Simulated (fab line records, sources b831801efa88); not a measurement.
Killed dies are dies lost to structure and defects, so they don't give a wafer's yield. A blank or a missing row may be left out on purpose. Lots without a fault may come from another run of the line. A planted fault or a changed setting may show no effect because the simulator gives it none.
A struck lot beside a sound one | flow gf180mcu | 15 steps out of a route of 602
Sound: wafers L272.1, L272.2, L272.6. Struck: wafers L281.1, L281.5. (L281.6 of the same lot was not struck and is left out.) The cause comes at the end.
At each step with rows: each side's tool, then ch and its chambers, then its first start. Under that, the readings that differ: sound wafers | struck wafers | difference of the means | sigmas: that difference in standard deviations of wafers without a fault.
alike: readings whose means differ by less than 2 such deviations, and words and numbers that are the same on both sides. not compared: withheld readings, readings that some wafer has no value for, bounds like >300 that may hide the same value, and numbers for which the record gives no deviation and whose values overlap.
The two part at a step that has a row with sigmas, a row that says differs or no value, or rows on one side only. Numbers that don't overlap but have no deviation are shown without sigmas and don't part them. A reading that every wafer of one side lacks parts them only if that side has two wafers or more.

GF_TOP_METAL_SPUTTER_04: material TiN, target thk 25 nm, time 20.8 s.
  sound on pvd_sputter-03, day 28 04:59; struck on pvd_sputter-04, day 31 03:36
  alike: cathode_dc_power_W, throttle_valve_pct
GF_TOP_METAL_RS_MEAS_05: measures by four-point-probe.
  sound on film_metro-01, day 28 05:01; struck on film_metro-04, day 31 03:37
  alike: TOP_METAL_ALCU_RS
GF_TOP_METAL_THK_MEAS_06: measures by xrf.
  sound on film_metro-01, day 28 05:08; struck on film_metro-04, day 31 03:44
  alike: TOP_METAL_ALCU_THK
then, 7 steps without rows for these wafers: GF_TOP_METAL_DEHYDRATE_07 (time 60 s); GF_TOP_METAL_HMDS_08 (prime time 60 s); GF_TOP_METAL_COAT_09 (resist thk 1500 nm); GF_TOP_METAL_SOFTBAKE_10 (time 60 s); GF_TOP_METAL_EXPOSE_11 (exposes mask MetalTop, target cd 440 nm); GF_TOP_METAL_PEB_12; GF_TOP_METAL_DEVELOP_13 (develop time 60 s).
GF_TOP_METAL_CD_MEAS_14: target cd 440 nm.
  sound on cd_sem-02, day 29 00:52; struck on cd_sem-01, day 31 20:35
  alike: cd_nm
GF_TOP_METAL_OVL_MEAS_15:
  sound on overlay-02, day 29 00:59; struck on overlay-01, day 31 20:42
  alike: TOP_METAL_OVL
GF_TOP_METAL_METAL_ETCH_16: etches the open film in Cl2/BCl3, stops on SiO2, target depth 1197 nm, time 199.5 s.
  sound on rie_metal-02 ch 0,1, day 29 01:02; struck on rie_metal-02 ch 0, day 31 20:44
  reading                                        | sound             | struck      | difference | sigmas
  oes_product_au (a.u.)                          | 0.986 0.987 0.992 | 0.975 0.972 | -0.015     | -2
  run_length_s (s)                               | 227.9 228.2 227.9 | 171.8 171.7 | -56.2      | -74
  model.NOVOLAK_of_TOP_METAL_COAT_09.thk_nm (nm) | 1035 1018 1021    | 1176 1174   | +150       |
  alike: chamber_pressure_mTorr, drypump_motor_current_A, throttle_valve_pct
  not compared: rf_hours_counter_h
GF_TOP_METAL_STRIP_17: strips in O2/N2.
  sound on plasma_asher-01 ch 0,1, day 29 01:13; struck on plasma_asher-02 ch 0,1, day 31 20:56
  reading                      | sound             | struck      | difference | sigmas
  heater_power_w (W)           | 328 382 372       | 306 285     | -65        | -2
  strip_time_to_endpoint_s (s) | 13.08 12.89 12.89 | 14.66 14.64 | +1.70      | +18
  alike: chamber_pressure_mTorr, drypump_motor_current_A, n2_flow_sccm, oes_product_au
  not compared: rf_hours_counter_h
then, 1 step without rows for these wafers: GF_TOP_METAL_STRIP_18 (strips in post etch residue remover, time 1200 s).

WHERE THEY PART
First at GF_TOP_METAL_METAL_ETCH_16; last, within this record, at GF_TOP_METAL_STRIP_17.

WHY: what the simulator had put in
Process parameter drift: rie_metal-02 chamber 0, from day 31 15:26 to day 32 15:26, at GF_TOP_METAL_METAL_ETCH_16. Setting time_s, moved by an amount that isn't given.
